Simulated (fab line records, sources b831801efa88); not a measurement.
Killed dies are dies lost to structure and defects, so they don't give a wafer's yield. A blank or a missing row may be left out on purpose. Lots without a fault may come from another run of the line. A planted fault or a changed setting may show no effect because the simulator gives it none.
fab line records | flow sfq_line
record lots=14 wafers=42 last_day=80
route steps=325 shown M3@130 I4@164 R5@212
lots that met no fault: from a run of the same line without faults
start_h: hours from the record's first day to the start of the lot's first wafer shown | wait_h: hours since the lot's step before | " the same as in the row above | L1.1+2: a row that stands for several wafers | - no value, or no start given | * or withheld: withheld | < > ~ a bound
route shown NAME@n: a module of which the file shows steps, and the number in the route of the first | usual: mean/standard deviation of fault-free wafers | same: alike in all rows | chamber/n: place in a boat | sites: the reading at each site | _std_site: their standard deviation | _edge_site: outer sites' mean less inner sites' | radius_mm: how far each site lies from the wafer's centre | mask NAME#n: copy n | behind: the tool/chamber that last shaped the wafer | hold: why the lot was held/for how many hours/how that ended | device: the transistor (n, p or np) that didn't switch | end of line: the same wafers' tests at the end of the route | a step without rows: its recipe alone | killed: dies lost to structure and defects at the first sort, not the wafer's yield | map: a wafer's dies, x killed, . not, _ none there
set.NAME: the setting as run; set.NAME@STEP: as run at that earlier step | model.NAME: the simulator's own value behind a step, which no gauge read
steps of the route over a sample of lots; a table a step, a row a wafer
services: from which hour (start_h, from the record's first day; less than 0 if before it) a tool's chamber was out of use, for how many hours, and why
## steps
# step SFQ_TRILAYER_M3_ETCH_METAL_ETCH_078
# recipe target=Nb stop_on=SiO2 mask_material=PR chemistry=Cl2/Ar target_depth_nm=240 icp_w=600 bias_w=80 pressure_mtorr=10 time_s=120
# usual chamber_pressure_mTorr=10.001/0.0091 drypump_motor_current_A=5.6/0.6 oes_product_au=0.896/0.0061
# columns lot.wafer tool chamber start_h wait_h chamber_pressure_mTorr drypump_motor_current_A oes_product_au rf_hours_counter_h
L980.2 rie_metal-04 1 772.14 0.0 10.003 4.8 0.904 33
L980.3 " 1 " " 10.004 4.8 0.907 -
L980.6 " 0 " " 9.991 5.6 0.895 -
L981.1 rie_metal-04 1 774.54 0.0 9.999 4.8 0.900 33
L981.4 " 1 " " 10.000 4.7 0.907 -
L981.6 " 0 " " 9.987 5.7 0.900 -
L982.1 rie_metal-04 0 776.94 0.0 9.978 5.6 0.891 46
L982.3 " 1 " " 10.002 4.7 0.884 -
L982.5 " 1 " " 9.984 4.8 0.903 -
L983.2 rie_metal-04 0 785.72 0.1 10.012 5.7 0.898 -
L983.4 " 0 " " 10.002 5.6 0.896 -
L983.5 " 0 " " 10.010 5.7 0.892 -
L984.1 rie_metal-01 1 826.38 0.0 10.009 6.3 0.909 9
L984.3 " 1 " " 10.013 6.3 0.889 -
L984.4 " 0 " " 9.985 5.3 0.897 -
L986.2 rie_metal-04 1 835.76 0.0 10.002 4.8 0.893 40
L986.4 " 0 " " 10.005 5.7 0.900 -
L986.6 " 0 " " 10.001 5.7 0.888 -
L987.1 rie_metal-01 1 843.11 0.0 10.015 6.2 0.897 11
L987.4 " 0 " " 10.007 5.3 0.890 -
L987.5 " 1 " " 9.999 6.2 0.903 -
L989.1 rie_metal-04 0 1003.90 0.0 9.993 5.6 0.889 82
L989.2 " 1 " " 10.009 4.7 0.896 63
L989.5 " 1 " " 10.009 4.7 0.904 -
L990.1 rie_metal-02 0 1012.30 0.0 10.011 6.6 0.892 25
L990.2 " 1 " " 10.008 6.3 0.886 66
L990.4 " 0 " " 10.017 6.5 0.892 -
L991.4 rie_metal-01 0 1157.69 0.1 10.008 5.3 0.895 -
L991.5 " 1 " " 9.995 6.3 0.900 -
L991.6 " 0 " " 9.995 5.3 0.900 -
L996.2 rie_metal-04 1 1186.60 0.2 9.999 4.8 0.899 -
L996.3 " 1 " " 9.999 4.8 0.897 -
L996.6 " 1 " " 10.013 4.7 0.893 -
L997.1 rie_metal-02 1 1188.85 0.0 9.988 6.3 0.895 90
L997.2 " 0 " " 10.000 6.6 0.902 49
L997.5 " 0 " " 10.017 6.6 0.897 -
L100.2 rie_metal-04 0 1226.75 0.0 10.010 5.7 0.890 113
L100.5 " 0 " " 10.014 5.6 0.888 -
L100.6 " 1 " " 10.003 4.8 0.887 -
L103.3 rie_metal-02 1 1265.55 0.1 9.983 6.3 0.885 -
L103.4 " 0 " " 10.010 6.5 0.891 -
L103.6 " 1 " " 9.993 6.3 0.894 -
# step SFQ_TRILAYER_I4_CMP_CMP_100
# recipe material=SiO2 down_force_psi=3 platen_rpm=60 pad_velocity_m_s=0.94248
# usual motor_current_A=10.5/0.77 time_to_endpoint_s=218/8.4
# columns lot.wafer tool chamber start_h wait_h motor_current_A time_to_endpoint_s
L980.3 cmp-02 2 1058.19 0.5 11.6 205
L980.2 " 0 1059.19 1.5 11.8 219
L980.6 " 2 1060.19 2.5 11.4 214
L981.4 cmp-02 2 1063.68 0.0 10.5 206
L981.1 " 3 " " 10.8 194
L981.6 " 3 1066.18 2.5 11.0 207
L982.3 cmp-01 2 1068.49 0.0 11.4 221
L982.1 " 0 1069.49 1.0 10.4 208
L982.5 " 2 1070.49 2.0 11.6 223
L983.4 cmp-02 3 1081.69 0.0 10.3 211
L983.2 " 1 1082.69 1.0 9.9 217
L983.5 " 0 1084.19 2.5 11.5 216
L984.1 cmp-02 0 1128.03 2.0 11.4 214
L984.4 " 1 " " 9.9 229
L984.3 " 3 1129.53 3.5 10.8 205
L986.2 cmp-02 0 1138.34 3.7 11.3 210
L986.4 " 2 1139.34 4.7 10.9 212
L986.6 " 1 1140.84 6.2 10.1 225
L987.4 cmp-01 0 1139.64 2.6 9.8 224
L987.1 " 1 " " 9.2 216
L987.5 " 1 1142.14 5.1 8.9 225
L989.1 cmp-02 2 1155.04 0.0 11.4 202
L989.2 " 0 1156.04 1.0 11.6 214
L989.5 " 2 1157.04 2.0 11.5 212
L990.2 cmp-02 1 1269.04 9.0 9.8 226
L990.1 " 2 " " 11.2 216
L990.4 " 3 " " 9.9 214
L991.4 cmp-01 0 1313.80 5.2 10.3 213
L991.6 " 3 1315.30 6.7 9.4 224
L991.5 " 0 " " 10.3 215
L996.3 cmp-02 2 1342.18 5.2 11.9 226
L996.2 " 1 1343.68 6.8 10.9 228
L996.6 " 2 " " 11.3 227
L997.1 cmp-01 1 1343.30 5.2 9.1 199
L997.2 " 2 " " 10.6 215
L997.5 " 1 1345.30 7.1 9.4 209
L100.2 cmp-01 0 1365.30 8.0 10.3 201
L100.5 " 2 1366.30 8.9 11.3 213
L100.6 " 3 " " 9.4 217
L103.4 cmp-02 3 1402.91 6.3 10.0 220
L103.3 " 0 " " 12.1 223
L103.6 " 3 1404.91 8.3 10.8 217
# step SFQ_TRILAYER_R5_DEP_SPUTTER_132
# recipe material=Ti base_pressure_pa=1.33e-06 target_thk_nm=5 power_w=2000 time_s=5 chamber_pressure_pa=0.4
# usual cathode_dc_power_W=2000.0/0.34 throttle_valve_pct=30.0/1
# columns lot.wafer tool chamber start_h wait_h cathode_dc_power_W throttle_valve_pct
L980.2 pvd_sputter-03 - 1246.16 0.8 1999.9 30.3
L980.3 " - " " 1999.3 29.7
L980.6 " - " " 1999.8 29.2
L981.1 pvd_sputter-03 - 1249.24 1.0 2000.9 29.2
L981.4 " - " " 2000.0 29.2
L981.6 " - " " 2000.1 29.8
L982.1 pvd_sputter-03 - 1252.24 1.0 2000.5 29.5
L982.3 " - " " 1999.2 29.7
L982.5 " - " " 1999.7 29.1
L983.2 pvd_sputter-06 - 1256.59 0.8 1999.9 29.8
L983.4 " - " " 2000.1 30.7
L983.5 " - " " 1999.7 29.5
L984.1 pvd_sputter-06 - 1295.38 1.0 1999.6 29.3
L984.3 " - " " 2000.0 30.5
L984.4 " - " " 2000.0 29.2
L986.2 pvd_sputter-04 - 1302.50 0.8 2000.3 31.1
L986.4 " - " " 1999.9 30.8
L986.6 " - " " 1999.6 32.2
L987.1 pvd_sputter-06 - 1305.50 1.0 2000.3 30.7
L987.4 " - " " 2000.1 29.7
L987.5 " - " " 2000.4 29.4
L989.1 pvd_sputter-06 - 1328.38 1.0 2000.0 29.7
L989.2 " - " " 1999.9 28.9
L989.5 " - " " 1999.8 29.7
L990.1 pvd_sputter-04 - 1331.38 1.0 1999.7 32.2
L990.2 " - " " 2000.2 29.2
L990.4 " - " " 1999.9 30.9
L991.4 pvd_sputter-06 - 1443.61 0.4 1999.6 29.5
L991.5 " - " " 1999.5 28.6
L991.6 " - " " 1999.9 29.2
L996.2 pvd_sputter-06 - 1497.09 0.8 2000.3 29.2
L996.3 " - " " 1999.7 30.7
L996.6 " - " " 2000.1 29.5
L997.1 pvd_sputter-04 - 1498.14 1.0 2000.0 30.7
L997.2 " - " " 2000.3 30.9
L997.5 " - " " 2000.1 30.8
L100.2 pvd_sputter-06 - 1511.31 0.8 2000.0 29.1
L100.5 " - " " 2000.5 29.3
L100.6 " - " " 2000.1 28.5
L103.3 pvd_sputter-06 - 1626.58 0.6 1999.9 28.5
L103.4 " - " " 2000.0 30.4
L103.6 " - " " 1999.5 29.4
# step SFQ_TRILAYER_R5_DEP_SPUTTER_133
# recipe material=MoNx base_pressure_pa=1.33e-06 target_thk_nm=40 power_w=1000 time_s=66.7 chamber_pressure_pa=0.4
# usual cathode_dc_power_W=999.96/0.19 throttle_valve_pct=30.0/1.1
# columns lot.wafer tool chamber start_h wait_h cathode_dc_power_W throttle_valve_pct
L980.2 pvd_sputter-03 - 1246.18 0.0 999.89 30.3
L980.3 " - " " 999.73 29.8
L980.6 " - " " 999.68 29.3
L981.1 pvd_sputter-03 - 1249.26 0.0 999.89 29.3
L981.4 " - " " 1000.1 29.4
L981.6 " - " " 1000.0 29.7
L982.1 pvd_sputter-03 - 1252.26 0.0 1000.3 29.0
L982.3 " - " " 1000.0 29.8
L982.5 " - " " 999.94 29.4
L983.2 pvd_sputter-06 - 1256.60 0.0 999.93 29.3
L983.4 " - " " 1000.1 30.7
L983.5 " - " " 1000.0 29.5
L984.1 pvd_sputter-06 - 1295.40 0.0 1000.2 29.5
L984.3 " - " " 1000.0 30.8
L984.4 " - " " 999.76 29.2
L986.2 pvd_sputter-04 - 1302.52 0.0 999.99 30.7
L986.4 " - " " 1000.1 30.6
L986.6 " - " " 999.99 32.2
L987.1 pvd_sputter-06 - 1305.52 0.0 999.85 30.7
L987.4 " - " " 1000.1 29.4
L987.5 " - " " 999.92 29.4
L989.1 pvd_sputter-06 - 1328.40 0.0 999.99 29.6
L989.2 " - " " 999.89 28.8
L989.5 " - " " 1000.0 29.8
L990.1 pvd_sputter-04 - 1331.40 0.0 999.97 31.9
L990.2 " - " " 1000.2 29.1
L990.4 " - " " 999.89 30.9
L991.4 pvd_sputter-06 - 1443.63 0.0 1000.1 29.4
L991.5 " - " " 999.84 28.4
L991.6 " - " " 1000.0 29.5
L996.2 pvd_sputter-06 - 1497.11 0.0 1153.5 29.5
L996.3 " - " " 1153.9 30.7
L996.6 " - " " 1153.5 29.3
L997.1 pvd_sputter-04 - 1498.16 0.0 1000.3 30.7
L997.2 " - " " 999.92 31.0
L997.5 " - " " 999.96 30.9
L100.2 pvd_sputter-06 - 1511.33 0.0 1153.7 29.2
L100.5 " - " " 1153.2 29.2
L100.6 " - " " 1153.4 28.6
L103.3 pvd_sputter-06 - 1626.60 0.0 999.91 28.7
L103.4 " - " " 999.88 30.8
L103.6 " - " " 1000.1 29.5
# step SFQ_R5_RS_MEAS_933
# recipe thk_meas_gauge=four-point-probe reads=Ti_of_TRILAYER_R5_DEP_SPUTTER_134+MoNx_of_TRILAYER_R5_DEP_SPUTTER_133+Ti_of_TRILAYER_R5_DEP_SPUTTER_132
# usual R5_MONX_RS=7.03/0.079
# columns lot.wafer tool chamber start_h wait_h R5_MONX_RS[ohm/sq]
L980.2 film_metro-01 - 1246.27 0.0 7.05
L980.3 " - " " 6.97
L980.6 " - " " 7.04
L981.1 film_metro-01 - 1249.34 0.0 7.01
L981.4 " - " " 6.99
L981.6 " - " " 6.97
L982.1 film_metro-04 - 1252.34 0.0 7.03
L982.3 " - " " 7.03
L982.5 " - " " 7.02
L983.2 film_metro-03 - 1256.70 0.0 7.08
L983.4 " - " " 6.99
L983.5 " - " " 7.05
L984.1 film_metro-03 - 1295.48 0.0 6.90
L984.3 " - " " 6.87
L984.4 " - " " 6.86
L986.2 film_metro-03 - 1302.62 0.0 7.19
L986.4 " - " " 7.26
L986.6 " - " " 7.24
L987.1 film_metro-01 - 1305.60 0.0 6.84
L987.4 " - " " 6.86
L987.5 " - " " 6.89
L989.1 film_metro-01 - 1328.48 0.0 7.00
L989.2 " - " " 7.01
L989.5 " - " " 6.97
L990.1 film_metro-01 - 1331.48 0.0 7.01
L990.2 " - " " 6.99
L990.4 " - " " 6.98
L991.4 film_metro-01 - 1443.77 0.1 7.09
L991.5 " - " " 7.01
L991.6 " - " " 7.05
L996.2 film_metro-04 - 1497.20 0.0 6.15
L996.3 " - " " 6.16
L996.6 " - " " 6.13
L997.1 film_metro-03 - 1498.24 0.0 7.03
L997.2 " - " " 7.08
L997.5 " - " " 7.08
L100.2 film_metro-03 - 1511.43 0.0 6.19
L100.5 " - " " 6.15
L100.6 " - " " 6.08
L103.3 film_metro-04 - 1626.71 0.0 6.94
L103.4 " - " " 7.16
L103.6 " - " " 7.03
# step SFQ_R5_THK_MEAS_934
# recipe thk_meas_gauge=xrf reads=MoNx_of_TRILAYER_R5_DEP_SPUTTER_133
# usual R5_MONX_THK=39.5/0.46
# columns lot.wafer tool chamber start_h wait_h R5_MONX_THK[nm]
L980.2 film_metro-01 - 1246.38 0.1 39.7
L980.3 " - " " 39.8
L980.6 " - " " 39.6
L981.1 film_metro-01 - 1249.46 0.1 39.4
L981.4 " - " " 40.0
L981.6 " - " " 39.3
L982.1 film_metro-04 - 1252.46 0.1 39.6
L982.3 " - " " 39.3
L982.5 " - " " 39.8
L983.2 film_metro-03 - 1256.81 0.1 39.1
L983.4 " - " " 39.5
L983.5 " - " " 39.2
L984.1 film_metro-03 - 1295.60 0.1 40.3
L984.3 " - " " 40.6
L984.4 " - " " 40.5
L986.2 film_metro-03 - 1302.73 0.1 38.6
L986.4 " - " " 38.2
L986.6 " - " " 38.3
L987.1 film_metro-01 - 1305.72 0.1 40.6
L987.4 " - " " 40.6
L987.5 " - " " 40.3
L989.1 film_metro-01 - 1328.60 0.1 39.7
L989.2 " - " " 39.7
L989.5 " - " " 39.7
L990.1 film_metro-01 - 1331.60 0.1 39.8
L990.2 " - " " 39.6
L990.4 " - " " 39.6
L991.4 film_metro-01 - 1443.86 0.1 39.3
L991.5 " - " " 39.7
L991.6 " - " " 39.9
L996.2 film_metro-04 - 1497.31 0.1 45.7
L996.3 " - " " 45.4
L996.6 " - " " 45.9
L997.1 film_metro-03 - 1498.36 0.1 39.9
L997.2 " - " " 39.4
L997.5 " - " " 39.4
L100.2 film_metro-03 - 1511.54 0.1 45.2
L100.5 " - " " 45.4
L100.6 " - " " 45.9
L103.3 film_metro-04 - 1626.81 0.1 40.0
L103.4 " - " " 39.0
L103.6 " - " " 39.7
# step SFQ_TRILAYER_R5_ETCH_METAL_ETCH_139
# recipe stop_on=SiO2 mask_material=PR chemistry=Cl2 target_depth_nm=60 icp_w=600 bias_w=80 pressure_mtorr=10 time_s=40
# usual chamber_pressure_mTorr=10.000/0.01 drypump_motor_current_A=5.8/0.59 oes_product_au=0.990/0.0073
# columns lot.wafer tool chamber start_h wait_h chamber_pressure_mTorr drypump_motor_current_A oes_product_au rf_hours_counter_h
L980.2 rie_metal-03 1 1269.58 0.1 9.985 6.2 0.986 -
L980.3 " 1 " " 10.024 6.1 0.980 -
L980.6 " 1 " " 10.000 6.2 0.980 -
L981.1 rie_metal-04 1 1270.70 0.0 10.024 4.7 0.996 108
L981.4 " 0 " " 9.992 5.7 0.996 -
L981.6 " 1 " " 9.986 4.7 0.992 -
L982.1 rie_metal-03 1 1271.96 0.1 9.992 6.1 0.976 61
L982.3 " 1 " " 9.981 6.1 0.986 -
L982.5 " 1 " " 10.023 6.1 0.991 -
L983.2 rie_metal-04 0 1274.51 0.0 10.003 5.7 0.994 120
L983.4 " 1 " " 10.005 4.7 0.997 -
L983.5 " 1 " " 9.990 4.7 0.996 -
L984.1 rie_metal-03 0 1401.60 0.0 10.006 5.4 0.995 21
L984.3 " 0 " " 10.008 5.5 0.994 -
L984.4 " 1 " " 9.994 6.1 0.998 -
L986.2 rie_metal-04 1 1405.54 0.1 10.012 4.8 0.992 -
L986.4 " 1 " " 9.989 4.8 0.992 -
L986.6 " 1 " " 10.000 4.8 0.990 -
L987.1 rie_metal-02 0 1406.66 0.0 10.001 6.5 0.984 87
L987.4 " 1 " " 10.006 6.3 0.978 -
L987.5 " 1 " " 9.995 6.3 0.984 -
L989.1 rie_metal-03 0 1416.28 0.1 9.993 5.5 0.992 24
L989.2 " 1 " " 10.002 6.1 0.985 86
L989.5 " 1 " " 10.004 6.1 0.977 -
L990.1 rie_metal-04 1 1417.46 0.0 9.996 4.7 0.989 137
L990.2 " 0 " " 10.002 5.6 0.998 0
L990.4 " 0 " " 10.000 5.6 0.995 -
L991.4 rie_metal-02 1 1544.62 0.0 9.988 6.3 0.982 -
L991.5 " 0 " " 10.004 6.5 0.998 -
L991.6 " 1 " " 10.011 6.3 0.994 -
L996.2 rie_metal-04 1 1607.00 0.0 9.992 4.7 0.963 9
L996.3 " 1 " " 10.002 4.7 0.959 -
L996.6 " 1 " " 9.977 4.7 0.958 -
L997.1 rie_metal-02 1 1609.40 0.0 9.982 6.3 0.989 10
L997.2 " 0 " " 10.025 6.6 0.998 117
L997.5 " 0 " " 9.995 6.5 0.992 -
L100.2 rie_metal-03 1 1615.18 0.0 10.000 6.1 0.950 113
L100.5 " 0 " " 9.993 5.5 0.958 -
L100.6 " 1 " " 10.010 6.1 0.965 -
L103.3 rie_metal-02 1 1630.18 0.0 9.992 6.3 0.980 -
L103.4 " 0 " " 9.998 6.5 0.985 -
L103.6 " 0 " " 9.980 6.6 0.994 -
## services
# columns tool chamber start_h hours kind
cmp-02 - 764.13 6.6 pm
rie_metal-04 - 766.93 1.4 pm
rie_metal-04 1 781.08 20.5 repair
cmp-02 - 831.37 1.3 repair
cmp-02 - 884.32 0.8 repair
cmp-02 - 953.83 1.7 repair
pvd_sputter-06 - 968.40 0.7 repair
cmp-02 - 971.95 0.8 repair
cmp-02 - 1072.34 8.6 pm
pvd_sputter-06 - 1084.62 3.7 repair
cmp-02 - 1086.92 4.0 pm
cmp-02 - 1100.84 1.5 repair
rie_metal-04 - 1163.46 0.1 repair
rie_metal-04 0 1166.88 22.6 repair
rie_metal-04 1 1308.36 5.9 repair
rie_metal-04 - 1313.85 2.8 pm
pvd_sputter-06 - 1342.89 2.1 repair
rie_metal-04 - 1362.68 1.5 repair
rie_metal-04 0 1374.70 7.1 repair
rie_metal-04 - 1387.35 0.6 repair
pvd_sputter-06 - 1480.96 1.3 repair
pvd_sputter-06 - 1555.54 3.2 repair
rie_metal-04 - 1556.38 14.6 pm
pvd_sputter-06 - 1589.58 19.6 repair
## key
first_sign step=SFQ_TRILAYER_R5_DEP_SPUTTER_133 reading=cathode_dc_power_W direction=up sigmas=99+ usual=999.96 struck=1153.5
effect step=SFQ_R5_RS_MEAS_933 reading=R5_MONX_RS direction=down sigmas=11 usual=7.03 struck=6.15
effect step=SFQ_R5_THK_MEAS_934 reading=R5_MONX_THK direction=up sigmas=13 usual=39.5 struck=45.6
effect step=SFQ_TRILAYER_R5_ETCH_METAL_ETCH_139 reading=oes_product_au direction=down sigmas=4.3 usual=0.990 struck=0.959
met_at SFQ_TRILAYER_R5_DEP_SPUTTER_133
struck_lots L996,L100
not_acting_at SFQ_TRILAYER_M3_ETCH_METAL_ETCH_078,SFQ_TRILAYER_I4_CMP_CMP_100,SFQ_TRILAYER_R5_DEP_SPUTTER_132
onset_between 1443.63 1497.11
fault kind=process_parameter_drift tool=pvd_sputter-06 chamber=- onset_h=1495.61 steps=SFQ_TRILAYER_R5_DEP_SPUTTER_133 channel=power_w offset=153.51 shape=step end_h=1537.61 acts_in=these_recipes_only stated=1000
